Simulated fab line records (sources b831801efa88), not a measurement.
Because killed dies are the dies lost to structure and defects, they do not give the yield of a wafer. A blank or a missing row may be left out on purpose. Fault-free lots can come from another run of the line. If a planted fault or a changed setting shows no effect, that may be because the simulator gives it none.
Matching of chambers :: flow gf180mcu :: rieDiel-03 running GF_SAB_ETCH_11: 4 sister chambers
The step etches SiO2 in C4F8/O2/Ar, target depth 55 nm, time 8.5 s. 14 wafers are shown with their chamber, then 7 later ones without.

## EACH WAFER AND ITS CHAMBER
wafer: L721.3
chamber: 3
oesProductAu (a.u.): 0.989

wafer: L721.4
chamber: 0
oesProductAu (a.u.): 0.982

wafer: L721.5
chamber: 3
oesProductAu (a.u.): 0.984

wafer: L722.2
chamber: 0
oesProductAu (a.u.): 0.997

wafer: L722.5
chamber: 3
oesProductAu (a.u.): 0.984

wafer: L722.6
chamber: 2
oesProductAu (a.u.): 0.998

wafer: L723.1
chamber: 0
oesProductAu (a.u.): 0.994

wafer: L723.3
chamber: 1
oesProductAu (a.u.): 1.011

wafer: L723.6
chamber: 2
oesProductAu (a.u.): 1.017

wafer: L724.2
chamber: 1
oesProductAu (a.u.): 1.014

wafer: L724.3
chamber: 0
oesProductAu (a.u.): 0.987

wafer: L724.5
chamber: 3
oesProductAu (a.u.): 0.996

wafer: L728.2
chamber: 0
oesProductAu (a.u.): 0.996

wafer: L728.3
chamber: 3
oesProductAu (a.u.): 0.992

SIGNATURES (means of the wafers above)
reading: oesProductAu
chamber 0: 0.99120
chamber 1: 1.01250
chamber 2: 1.00750
chamber 3: 0.98900
scatter within a chamber: 0.00678
Rule: a wafer's distance from a chamber is the root of the sum, over the readings, of the square of ((its reading less the chamber's mean) divided by the reading's scatter). The wafer belongs to the nearest chamber; if the next one is less than 2 further off, it can't be placed. The scatter: the root of (the sum of the squares of (reading less its chamber's mean) over the shown wafers, divided by (wafers less chambers)).

## WAFERS WHOSE CHAMBER IS MISSING
wafer: L728.5
oesProductAu (a.u.): 1.000

wafer: L739.1
oesProductAu (a.u.): 1.007

wafer: L739.2
oesProductAu (a.u.): 0.985

wafer: L739.3
oesProductAu (a.u.): 0.987

wafer: L742.2
oesProductAu (a.u.): 1.001

wafer: L742.4
oesProductAu (a.u.): 1.014

wafer: L742.5
oesProductAu (a.u.): 0.993

## EACH ONE'S CHAMBER
wafer: L728.5
from the rows above: can't be placed: 2 or 0 or 3 or 1
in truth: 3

wafer: L739.1
from the rows above: can't be placed: 2 or 1
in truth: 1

wafer: L739.2
from the rows above: can't be placed: 3 or 0
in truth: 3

wafer: L739.3
from the rows above: can't be placed: 3 or 0
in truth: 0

wafer: L742.2
from the rows above: can't be placed: 2 or 0 or 1 or 3
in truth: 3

wafer: L742.4
from the rows above: can't be placed: 1 or 2
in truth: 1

wafer: L742.5
from the rows above: can't be placed: 0 or 3 or 2
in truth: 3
Correct placement for 0 of the 7. Cannot be placed on the basis of these rows: 7; the candidates contain the true chamber in 7. 0 placed wrongly.
